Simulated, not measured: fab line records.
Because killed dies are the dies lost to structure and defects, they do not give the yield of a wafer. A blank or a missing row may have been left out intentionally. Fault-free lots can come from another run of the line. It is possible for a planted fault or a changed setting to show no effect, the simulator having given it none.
Shared-tool check | flow gf180mcu | 13 lots, 45 wafers sampled

== WHY THIS WAS OPENED ==
On 2 of the 13 lots, a flag is raised at GF_NSD_CD_MEAS_07 on the reading cdNm. No-fault wafers: 400.3 nm, standard deviation 2.2.
Rule: a lot gets a flag if all its wafers with a number sit over 4 standard deviations from that mean, or if no wafer of it has a number. All remaining lots are regarded as sound.

lot  | measured     | on       | cdNm (nm), wafer by wafer           | flag
L253 | day 13 16:38 | cdSem-01 | 399.0 400.3 399.7                   | 
L255 | day 14 03:47 | cdSem-02 | 401.5 400.8 401.5                   | 
L258 | day 15 03:40 | cdSem-02 | 403.2 402.1 403.8                   | 
L259 | day 15 21:17 | cdSem-02 | 396.6 398.2 395.7                   | 
L261 | day 16 05:17 | cdSem-01 | 402.5 402.3 400.8                   | 
L262 | day 16 21:43 | cdSem-02 | 403.8 403.1 400.9                   | 
L263 | day 17 02:04 | cdSem-01 | 400.1 400.3 403.2                   | 
L265 | day 17 22:04 | cdSem-02 | 401.3 404.4 404.1                   | 
L266 | day 18 02:13 | cdSem-02 | 396.9 399.3 395.6                   | 
L267 | day 18 13:19 | cdSem-02 | 400.9 401.5 402.4                   | 
L270 | day 19 11:07 | cdSem-02 | 389.7 388.1 388.7 389.5 388.2 389.3 | FLAGGED
L271 | day 19 23:03 | cdSem-02 | 388.1 386.1 387.3 388.2 385.7 387.7 | FLAGGED
L274 | day 21 02:49 | cdSem-01 | 400.6 399.6 400.6                   | 
On average the flagged lots' numbers are 388.1 nm, which is -12.2 nm against the usual, or -6 standard deviations.

== WHICH TOOL EACH LOT WENT THROUGH ==
Before the reading, the record contains 4 process steps out of a 602-step route. In each cell: the tool, then ch and the chambers that the sampled wafers went through, then the start.
lot  | flag    | GF_HV_LDD_STRIP_22                  | GF_HV_LDD_STRIP_37                  | GF_HV_LDD_RTA_52                | GF_NSD_DEVELOP_06
L253 |         | plasmaAsher-03 ch 0,1, day 11 01:55 | plasmaAsher-03 ch 0,1, day 11 21:05 | rtpAnneal-02 ch 0, day 12 16:59 | lithoTrack-04 ch 0, day 13 16:30
L255 |         | plasmaAsher-03 ch 0,1, day 11 12:11 | plasmaAsher-01 ch 0,1, day 12 07:41 | rtpAnneal-01 ch 0, day 13 04:05 | lithoTrack-02 ch 0, day 14 03:39
L258 |         | plasmaAsher-01 ch 0,1, day 12 13:18 | plasmaAsher-03 ch 0,1, day 13 09:32 | rtpAnneal-02 ch 0, day 14 06:40 | lithoTrack-04 ch 0, day 15 03:31
L259 |         | plasmaAsher-03 ch 0,1, day 12 21:53 | plasmaAsher-01 ch 0,1, day 13 18:56 | rtpAnneal-02 ch 0, day 14 20:09 | lithoTrack-03 ch 0, day 15 21:08
L261 |         | plasmaAsher-01 ch 0,1, day 13 12:23 | plasmaAsher-02 ch 0,1, day 14 09:36 | rtpAnneal-02 ch 0, day 15 04:26 | lithoTrack-03 ch 0, day 16 05:08
L262 |         | plasmaAsher-03 ch 0,1, day 13 23:01 | plasmaAsher-03 ch 0,1, day 14 21:59 | rtpAnneal-01 ch 0, day 15 20:20 | lithoTrack-02 ch 0, day 16 21:34
L263 |         | plasmaAsher-02 ch 0, day 14 07:47   | plasmaAsher-02 ch 0,1, day 15 02:02 | rtpAnneal-01 ch 0, day 16 00:27 | lithoTrack-03 ch 0, day 17 01:55
L265 |         | plasmaAsher-02 ch 0,1, day 14 22:05 | plasmaAsher-03 ch 0,1, day 15 21:08 | rtpAnneal-02 ch 0, day 16 19:44 | lithoTrack-04 ch 0, day 17 21:48
L266 |         | plasmaAsher-02 ch 0,1, day 15 01:44 | plasmaAsher-03 ch 0,1, day 16 00:38 | rtpAnneal-01 ch 0, day 16 23:10 | lithoTrack-02 ch 0, day 18 02:04
L267 |         | plasmaAsher-02 ch 0,1, day 15 15:05 | plasmaAsher-03 ch 0,1, day 16 13:26 | rtpAnneal-01 ch 0, day 17 12:08 | lithoTrack-02 ch 0, day 18 13:10
L270 | FLAGGED | plasmaAsher-03 ch 0,1, day 16 09:22 | plasmaAsher-03 ch 0,1, day 17 08:49 | rtpAnneal-01 ch 0, day 18 07:28 | lithoTrack-04 ch 0, day 19 10:58
L271 | FLAGGED | plasmaAsher-01 ch 0,1, day 16 19:47 | plasmaAsher-02 ch 0,1, day 17 19:59 | rtpAnneal-01 ch 0, day 18 19:50 | lithoTrack-04 ch 0, day 19 22:54
L274 |         | plasmaAsher-01 ch 0, day 17 21:47   | plasmaAsher-03 ch 0,1, day 18 21:59 | rtpAnneal-02 ch 0, day 19 23:44 | lithoTrack-02 ch 0, day 21 02:40
What these steps do:
- GF_HV_LDD_STRIP_22: strips in O2/N2.
- GF_HV_LDD_STRIP_37: strips in O2/N2.
- GF_HV_LDD_RTA_52: time 10 s.
- GF_NSD_DEVELOP_06: develop time 60 s.
- GF_NSD_CD_MEAS_07: target cd 400 nm.

== FLAGGED AGAINST TOTAL, ONE TOOL AT A TIME (gauges that did the reading follow at the end) ==
step               | tool           | lots run | flagged | share of the flagged lots | sound lots run after its first flagged lot
GF_HV_LDD_STRIP_22 | plasmaAsher-01 | 4        | 1       | some                      | 1 (L274)
GF_HV_LDD_STRIP_22 | plasmaAsher-02 | 4        | 0       | none                      | -
GF_HV_LDD_STRIP_22 | plasmaAsher-03 | 5        | 1       | some                      | 0
GF_HV_LDD_STRIP_37 | plasmaAsher-01 | 2        | 0       | none                      | -
GF_HV_LDD_STRIP_37 | plasmaAsher-02 | 3        | 1       | some                      | 0
GF_HV_LDD_STRIP_37 | plasmaAsher-03 | 8        | 1       | some                      | 1 (L274)
GF_HV_LDD_RTA_52   | rtpAnneal-01   | 7        | 2       | all                       | 0
GF_HV_LDD_RTA_52   | rtpAnneal-02   | 6        | 0       | none                      | -
GF_NSD_DEVELOP_06  | lithoTrack-02  | 5        | 0       | none                      | -
GF_NSD_DEVELOP_06  | lithoTrack-03  | 3        | 0       | none                      | -
GF_NSD_DEVELOP_06  | lithoTrack-04  | 5        | 2       | all                       | 0
GF_NSD_CD_MEAS_07  | cdSem-01       | 4        | 0       | none                      | -
GF_NSD_CD_MEAS_07  | cdSem-02       | 9        | 2       | all                       | 0

== WHAT THE TABLE ALLOWS ==
All flagged lots were run by 3 table rows, namely rtpAnneal-01 at GF_HV_LDD_RTA_52, lithoTrack-04 at GF_NSD_DEVELOP_06, cdSem-02 at GF_NSD_CD_MEAS_07.
- rtpAnneal-01 at GF_HV_LDD_RTA_52: 2 of its 7 lots flagged. Its last sound lot is L267 (day 17 12:08), its first flagged lot L270 (day 18 07:28): a fault that began between those two fits.
- lithoTrack-04 at GF_NSD_DEVELOP_06: 2 of its 5 lots flagged. Its last sound lot is L265 (day 17 21:48), its first flagged lot L270 (day 19 10:58): a fault that began between those two fits.
- cdSem-02 at GF_NSD_CD_MEAS_07: 2 of its 9 lots flagged. Its last sound lot is L267 (day 18 13:19), its first flagged lot L270 (day 19 11:07): a fault that began between those two fits.
These 3 tools cannot be told apart by counting lots, since each of them fits a fault that started at some hour. More lots, or a look at what each step does to the wafer, might.

== WHAT THE SIMULATOR HAD INSERTED ==
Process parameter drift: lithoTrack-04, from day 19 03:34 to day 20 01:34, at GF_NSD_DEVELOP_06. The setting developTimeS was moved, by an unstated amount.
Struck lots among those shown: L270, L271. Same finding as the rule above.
